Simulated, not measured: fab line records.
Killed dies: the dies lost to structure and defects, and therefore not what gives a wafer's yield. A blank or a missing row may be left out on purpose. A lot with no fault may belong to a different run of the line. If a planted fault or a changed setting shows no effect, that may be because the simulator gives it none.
A lot that was struck, set against a sound lot    flow sfqLine    14 out of 325 route steps
Sound: these wafers, L582.2, L582.3, L582.4. Struck: wafer L592.2 (left out: L592.3, L592.4 of the same lot, which were not struck); the cause appears at the end.
For every step that has rows: the tool of each side, followed by ch and its chambers, followed by its first start. Under that, the readings that differ: sound wafers    struck wafers    difference of the means    sigmas: that difference in standard deviations of wafers without a fault.
alike: readings whose means differ by less than 2 such deviations, and words and numbers that are the same on both sides. not compared: withheld readings, readings that some wafer has no value for, bounds like >300 that may hide the same value, and numbers for which the record gives no deviation and whose values overlap.
A row with sigmas, a row that says differs or no value, or rows on one side alone: a step with any of these is where the two part. Numbers that don't overlap but have no deviation are shown without sigmas and don't part them. Lack of a reading on every wafer of one side parts them only where that side has two or more wafers.

SFQ_TRILAYER_R5_ETCH_METAL_ETCH_139: etches the open film in Cl2, stops on SiO2, target depth 60 nm, time 40 s.
  sound on rieMetal-02 ch 0,1, day 66 20:27; struck on rieMetal-02 ch 0, day 69 14:11
  alike: drypumpMotorCurrentA, oesProductAu, rfFwdPowerW
  not compared: rfHoursCounterH
SFQ_TRILAYER_R5_STRIP_STRIP_140: strips in O2.
  sound on rieMetal-02 ch 0,1, day 66 20:30; struck on rieMetal-02 ch 0, day 69 14:14
  alike: drypumpMotorCurrentA, oesProductAu
  not compared: rfHoursCounterH
then, 1 step without rows for these wafers: SFQ_TRILAYER_R5_STRIP_SOLV_CLEAN_141 (cleans in NMP, time 600 s).
SFQ_TRILAYER_A5C_DEP_PECVD_142: deposits SiO2 from SiH4/N2O, time 15.556 s, target thk 70 nm.
  sound on pecvd-02 ch 0,1,2, day 66 21:17; struck on pecvd-01 ch 2, day 69 15:01
  alike: heaterPowerW, throttleValvePct
then, 6 steps without rows for these wafers: SFQ_TRILAYER_I5_LITHO_COAT_149 (resist thk 62 nm); SFQ_TRILAYER_I5_LITHO_COAT_144 (resist thk 650 nm); SFQ_TRILAYER_I5_LITHO_SOFTBAKE_148; SFQ_TRILAYER_I5_LITHO_EXPOSE_145 (exposes mask I5, target cd 700 nm); SFQ_TRILAYER_I5_LITHO_PEB_147 (peb time 60 s); SFQ_TRILAYER_I5_LITHO_DEVELOP_146 (time 60 s).
-- the record jumps here: 4 days lie between the struck wafers' starts before and after --
SFQ_I5_OVL_MEAS_936:
  struck on overlay-01, day 74 01:56; sound on overlay-02, day 71 06:50
  alike: I5_OVL
SFQ_TRILAYER_I5_BARC_OPEN_VIA_ETCH_200: etches BARC in O2, target depth 125 nm, time 41.7 s.
  sound on rieDiel-01 ch 0,1,2, day 71 06:52; struck on rieDiel-01 ch 3, day 74 01:58
reading              sound   struck  difference  sigmas
rfHoursCounterH (h)  14 5 5  3       -5          
  alike: drypumpMotorCurrentA, oesProductAu, rfFwdPowerW
SFQ_TRILAYER_I5_ETCH_VIA_ETCH_147: etches the open film in CHF3, stops on Nb, target depth 360 nm.
  sound on rieDiel-01 ch 0,1,2, day 71 06:54; struck on rieDiel-01 ch 3, day 74 02:00
reading          sound              struck  difference  sigmas
rfFwdPowerW (W)  500.2 498.3 496.4  419.9   -78.4       -52
  alike: drypumpMotorCurrentA, oesProductAu
SFQ_TRILAYER_I5_STRIP_STRIP_148: strips in O2.
  sound on rieMetal-04 ch 0,1, day 71 07:03; struck on rieMetal-02 ch 0, day 74 02:09
  alike: drypumpMotorCurrentA, oesProductAu
  not compared: rfHoursCounterH

WHERE THEY PART
Only at SFQ_TRILAYER_I5_ETCH_VIA_ETCH_147, as far as this record shows. Later steps at which nothing parts them and some readings are alike: SFQ_TRILAYER_I5_STRIP_STRIP_148.

WHY: what had been put in by the simulator
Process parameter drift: rieDiel-01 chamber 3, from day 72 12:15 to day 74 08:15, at SFQ_TRILAYER_I5_ETCH_VIA_ETCH_147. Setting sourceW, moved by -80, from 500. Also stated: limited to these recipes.
